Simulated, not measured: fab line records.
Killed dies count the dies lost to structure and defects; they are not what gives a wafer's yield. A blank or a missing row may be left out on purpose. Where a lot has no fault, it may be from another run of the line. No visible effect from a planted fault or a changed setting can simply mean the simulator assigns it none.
Chamber matching || flow sfq line || 4 sister chambers for SFQ_TRILAYER_I7_VIA_ETCH_VIA_ETCH_190 on rie diel-03
The step etches SiO2 in CHF3, stops on Nb, target depth 260 nm. 14 wafers are shown with their chamber, then 6 later ones without.

== EACH WAFER AND ITS CHAMBER ==
{"wafer": "L888.2", "chamber": 0, "drypump motor current A (A)": 6.3, "oes product au (a.u.)": 0.851}
{"wafer": "L888.3", "chamber": 2, "drypump motor current A (A)": 6.3, "oes product au (a.u.)": 0.848}
{"wafer": "L888.6", "chamber": 0, "drypump motor current A (A)": 6.3, "oes product au (a.u.)": 0.863}
{"wafer": "L889.2", "chamber": 1, "drypump motor current A (A)": 6.4, "oes product au (a.u.)": 0.851}
{"wafer": "L889.3", "chamber": 0, "drypump motor current A (A)": 6.3, "oes product au (a.u.)": 0.861}
{"wafer": "L889.6", "chamber": 2, "drypump motor current A (A)": 6.3, "oes product au (a.u.)": 0.854}
{"wafer": "L891.3", "chamber": 2, "drypump motor current A (A)": 6.3, "oes product au (a.u.)": 0.858}
{"wafer": "L891.5", "chamber": 3, "drypump motor current A (A)": 4.9, "oes product au (a.u.)": 0.862}
{"wafer": "L891.6", "chamber": 2, "drypump motor current A (A)": 6.3, "oes product au (a.u.)": 0.857}
{"wafer": "L896.1", "chamber": 2, "drypump motor current A (A)": 6.2, "oes product au (a.u.)": 0.857}
{"wafer": "L896.2", "chamber": 1, "drypump motor current A (A)": 6.4, "oes product au (a.u.)": 0.864}
{"wafer": "L896.6", "chamber": 1, "drypump motor current A (A)": 6.4, "oes product au (a.u.)": 0.847}
{"wafer": "L898.1", "chamber": 0, "drypump motor current A (A)": 6.3, "oes product au (a.u.)": 0.850}
{"wafer": "L898.3", "chamber": 1, "drypump motor current A (A)": 6.3, "oes product au (a.u.)": 0.846}

SIGNATURES (averages over the wafers above)
{"reading": "drypump motor current A", "chamber 0": 6.300, "chamber 1": 6.375, "chamber 2": 6.280, "chamber 3": 4.900, "scatter within a chamber": 0.0394}
{"reading": "oes product au", "chamber 0": 0.85625, "chamber 1": 0.85200, "chamber 2": 0.85480, "chamber 3": 0.86200, "scatter within a chamber": 0.00638}
Rule: for each reading, subtract the chamber's mean from the wafer's reading, divide by that reading's scatter and square the result; add these up over the readings and take the root, which gives the wafer's distance from the chamber. The wafer belongs to the nearest chamber; if the next one is less than 2 further off, it can't be placed. How the scatter is found: for the shown wafers, subtract from each reading the mean of its chamber, square and add these, divide the total by (wafers less chambers), then take the root.

== WAFERS WHOSE CHAMBER IS MISSING ==
{"wafer": "L898.5", "drypump motor current A (A)": 6.3, "oes product au (a.u.)": 0.842}
{"wafer": "L900.2", "drypump motor current A (A)": 6.3, "oes product au (a.u.)": 0.852}
{"wafer": "L900.4", "drypump motor current A (A)": 6.3, "oes product au (a.u.)": 0.858}
{"wafer": "L900.6", "drypump motor current A (A)": 6.4, "oes product au (a.u.)": 0.851}
{"wafer": "L909.3", "drypump motor current A (A)": 6.3, "oes product au (a.u.)": 0.856}
{"wafer": "L909.6", "drypump motor current A (A)": 6.3, "oes product au (a.u.)": 0.847}

== WHICH CHAMBER EACH WENT THROUGH ==
{"wafer": "L898.5", "from the rows above": "can't be placed: 2 or 0 or 1", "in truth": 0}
{"wafer": "L900.2", "from the rows above": "can't be placed: 0 or 2 or 1", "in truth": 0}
{"wafer": "L900.4", "from the rows above": "can't be placed: 0 or 2 or 1", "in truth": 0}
{"wafer": "L900.6", "from the rows above": 1, "in truth": 1}
{"wafer": "L909.3", "from the rows above": "can't be placed: 0 or 2 or 1", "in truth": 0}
{"wafer": "L909.6", "from the rows above": "can't be placed: 2 or 0 or 1", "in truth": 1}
Correct placement for 1 of the 6. Unplaceable from these rows: 5, with the true chamber sitting among the candidates in 5. Wrongly placed: 0.
